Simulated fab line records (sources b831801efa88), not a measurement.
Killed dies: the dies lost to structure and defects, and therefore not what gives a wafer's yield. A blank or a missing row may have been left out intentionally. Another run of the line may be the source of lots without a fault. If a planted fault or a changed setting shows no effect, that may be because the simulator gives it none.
A lot that was struck, set against a sound lot :: flow sky130 :: 32 steps out of a route of 708
Sound: wafers L268.1, L268.2, L268.6. Struck: wafer L274.6 (left out: L274.4, a lot-mate that was not struck); the cause follows at the end.
Each step with rows lists, per side, the tool, then ch with its chambers, then its first start. Under that, the readings that differ: sound wafers :: struck wafers :: difference of the means :: sigmas: that difference in standard deviations of wafers without a fault.
alike: same words and numbers on both sides, and readings whose means sit less than 2 such deviations apart. not compared: any withheld reading, any reading some wafer has no value for, any bound like >300 that may hide the same value, and any number with overlapping values for which the record gives no deviation.
The two part at a step that has a row with sigmas, a row that says differs or no value, or rows on one side only. Numbers that have no deviation but don't overlap get no sigmas and don't part them. A reading missing from all wafers of one side parts the sides only when that side holds two or more wafers.

first, 5 steps without rows for these wafers: SKY_VIA1_ETCH_15 (etches SiO2 in C4F8/O2/Ar, stops on TiN, target depth 351 nm, time 54 s); SKY_VIA1_STRIP_16 (strips in O2/N2); SKY_VIA1_STRIP_17 (strips in post etch residue remover, time 1200 s); SKY_VIA1_CLEAN_18 (cleans in IPA, time 180 s); SKY_VIA1_CLEAN_19 (cleans in O3/DIW).
SKY_VIA1_SPUTTER_20: material TiN, target thk 20 nm, time 80 s.
  sound on pvd-sputter-03, day 38 04:57; struck on pvd-sputter-03, day 39 21:56
  alike: throttle-valve-pct
then, 1 step without rows for these wafers: SKY_VIA1_CVD_21 (deposits W, target thk 270 nm, time 80.902 s).
SKY_VIA1_RS_MEAS_22: uses a four-point probe to measure.
  sound on film-metro-01, day 38 05:07; struck on film-metro-03, day 39 22:08
  alike: VIA1_W_RS
SKY_VIA1_THK_MEAS_23: measures by xrf.
  sound on film-metro-01, day 38 05:14; struck on film-metro-03, day 39 22:14
  alike: VIA1_W_THK
then, 2 steps without rows for these wafers: SKY_VIA1_CMP_24 (polishes, stops on SiO2, t overpolish 15 s, target thk 0 nm); SKY_METAL2_SPUTTER_00 (material Ti, target thk 15 nm, time 10 s).
SKY_METAL2_SPUTTER_01: material TiN, target thk 20 nm, time 16.7 s.
  sound on pvd-sputter-02, day 38 05:37; struck on pvd-sputter-04, day 39 22:35
  alike: throttle-valve-pct
SKY_METAL2_SPUTTER_02: material AlCu, target thk 250 nm, time 13.3 s.
  sound on pvd-sputter-02, day 38 05:38; struck on pvd-sputter-04, day 39 22:37
reading: throttle-valve-pct (%)
sound: 28.8 27.1 28.7
struck: 31.6
difference: +3.4
sigmas: +2

reading: model.AlCu_of_METAL2_SPUTTER_02.thk-nm (nm)
sound: 246.8 248.7 248.5
struck: 209
difference: -39
sigmas: 
SKY_METAL2_SPUTTER_03: material Ti, target thk 5 nm, time 3.3 s.
  sound on pvd-sputter-02, day 38 05:40; struck on pvd-sputter-04, day 39 22:38
  alike: throttle-valve-pct
then, 1 step without rows for these wafers: SKY_METAL2_SPUTTER_04 (material TiN, target thk 70 nm, time 58.3 s).
SKY_METAL2_RS_MEAS_05: uses a four-point probe to measure.
  sound on film-metro-04, day 38 05:44; struck on film-metro-01, day 39 22:46
reading: METAL2_ALCU_RS (ohm/sq)
sound: 0.1285 0.1272 0.1274
struck: 0.1527
difference: +0.0250
sigmas: +21
SKY_METAL2_THK_MEAS_06: measures by xrf.
  sound on film-metro-04, day 38 05:51; struck on film-metro-01, day 39 22:51
reading: METAL2_ALCU_THK (nm)
sound: 247.1 248.9 249.9
struck: 211.8
difference: -36.8
sigmas: -13
then, 8 steps without rows for these wafers: SKY_METAL2_DEHYDRATE_07 (time 60 s); SKY_METAL2_HMDS_08 (prime time 60 s); SKY_METAL2_COAT_09 (resist thk 60 nm); SKY_METAL2_COAT_10 (resist thk 450 nm); SKY_METAL2_SOFTBAKE_11 (time 90 s); SKY_METAL2_EXPOSE_12 (exposes mask MM2, target cd 140 nm); SKY_METAL2_PEB_13; SKY_METAL2_DEVELOP_14 (develop time 60 s).
SKY_METAL2_CD_MEAS_15: the cd target is 140 nm.
  sound on cd-sem-02, day 39 07:10; struck on cd-sem-01, day 40 23:42
  alike: cd-nm
SKY_METAL2_OVL_MEAS_16:
  sound on overlay-01, day 39 07:17; struck on overlay-01, day 40 23:47
  alike: METAL2_OVL
SKY_METAL2_DESCUM_17: chemistry O2, time 8 s.
  sound on rie-metal-03 ch 0,1, day 39 07:19; struck on rie-metal-04 ch 0, day 40 23:49
  alike: drypump-motor-current-A, oes-product-au
  not compared: rf-hours-counter-h
then, 1 step without rows for these wafers: SKY_METAL2_ETCH_18 (etches BARC in N2/H2, stops on SiO2, time 45.9 s, target depth 60 nm).
SKY_METAL2_METAL_ETCH_19: etches the open film in Cl2/BCl3, stops on SiO2, target depth 360 nm, time 78 s.
  sound on rie-metal-03 ch 0,1, day 39 07:25; struck on rie-metal-04 ch 0, day 40 23:55
reading: oes-product-au (a.u.)
sound: 0.843 0.859 0.855
struck: 0.835
difference: -0.017
sigmas: -3
  alike: drypump-motor-current-A, throttle-valve-pct
  not compared: rf-hours-counter-h
SKY_METAL2_STRIP_20: strips in O2/N2.
  sound on plasma-asher-01 ch 0,1, day 39 07:30; struck on plasma-asher-02 ch 0, day 41 00:01
  alike: drypump-motor-current-A, oes-product-au, strip-time-to-endpoint-s
  not compared: rf-hours-counter-h
-- the record jumps here: 10 days lie between the struck wafers' starts before and after (it left off in module METAL2 and takes up again in module PAD_OPEN, whose first step shown is number 708 of the route) --
SKY_PAD_OPEN_PROBE_99:
  sound on prober-02, day 49 07:08; struck on prober-02, day 50 15:02
reading: killed-short
sound: 23 38 37
struck: 46
difference: +13
sigmas: +2
  alike: defect-limited-yield, killed_at_M0_to_M3, killed_at_M4_up, killed-at-contacts, killed-at-front-end, killed-at-other, killed-dies, killed-open, sort_bin_3_pad_short, sort_bin_5_function, sort_bin_6_memory, sort-n-pass, sort-yield-pct

WHERE THEY PART
First at SKY_METAL2_SPUTTER_02; last, within this record, at SKY_PAD_OPEN_PROBE_99.

WHY: what the simulator had put in
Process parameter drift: pvd-sputter-04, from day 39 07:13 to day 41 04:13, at SKY_METAL2_SPUTTER_02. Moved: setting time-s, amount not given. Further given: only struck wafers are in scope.
